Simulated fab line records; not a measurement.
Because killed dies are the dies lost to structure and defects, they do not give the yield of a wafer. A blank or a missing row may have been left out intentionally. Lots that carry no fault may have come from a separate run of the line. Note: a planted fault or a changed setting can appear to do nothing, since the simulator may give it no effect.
Matching of chambers | flow sky130 | 4 sister chambers for SKY_VIA3_ETCH_14 on rie-diel-03
The step etches BARC in N2/H2, stops on SiO2, time 45.9 s, target depth 60 nm. 14 wafers are shown with their chamber, then 7 later ones without.

## WAFERS, EACH WITH ITS CHAMBER
wafer  | chamber | oes-product-au (a.u.) | throttle-valve-pct (%)
L074.1 | 3       | 0.846                 | 13.232
L074.4 | 2       | 0.859                 | 13.226
L074.5 | 3       | 0.842                 | 13.230
L079.1 | 3       | 0.861                 | 13.223
L079.3 | 2       | 0.855                 | 13.235
L079.4 | 0       | 0.857                 | 13.225
L084.1 | 1       | 0.854                 | 13.237
L084.3 | 3       | 0.858                 | 13.217
L084.5 | 1       | 0.856                 | 13.220
L089.1 | 2       | 0.852                 | 13.214
L089.4 | 1       | 0.857                 | 13.228
L089.6 | 1       | 0.858                 | 13.227
L091.1 | 0       | 0.854                 | 13.238
L091.2 | 2       | 0.848                 | 13.223

SIGNATURES, as means of the wafers listed above
reading            | chamber 0 | chamber 1 | chamber 2 | chamber 3 | scatter within a chamber
oes-product-au     | 0.85550   | 0.85625   | 0.85350   | 0.85175   | 0.00575
throttle-valve-pct | 13.23150  | 13.22800  | 13.22450  | 13.22550  | 0.00772
Rule: a wafer's distance from a chamber is the root of the sum, over the readings, of the square of ((its reading less the chamber's mean) divided by the reading's scatter). The wafer belongs to the nearest chamber; if the next one is less than 2 further off, it can't be placed. The scatter: take each reading less its chamber's mean, square it, sum over the shown wafers, divide by the number of wafers less the number of chambers, and take the root.

## WAFERS WHOSE CHAMBER IS MISSING
wafer  | oes-product-au (a.u.) | throttle-valve-pct (%)
L091.5 | 0.855                 | 13.229
L094.1 | 0.857                 | 13.229
L094.4 | 0.855                 | 13.208
L094.5 | 0.858                 | 13.254
L096.2 | 0.857                 | 13.223
L096.3 | 0.849                 | 13.224
L096.6 | 0.859                 | 13.212

## WHICH CHAMBER EACH ONE RAN IN
wafer  | from the rows above               | in truth
L091.5 | can't be placed: 1 or 0 or 2 or 3 | 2
L094.1 | can't be placed: 1 or 0 or 2 or 3 | 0
L094.4 | can't be placed: 2 or 3 or 1 or 0 | 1
L094.5 | can't be placed: 0 or 1 or 3 or 2 | 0
L096.2 | can't be placed: 2 or 1 or 3 or 0 | 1
L096.3 | can't be placed: 3 or 2 or 1 or 0 | 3
L096.6 | can't be placed: 2 or 1 or 3 or 0 | 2
0 of 7 placed correctly. These rows do not allow placing 7 (true chamber among the candidates in 7). Number placed wrongly: 0.
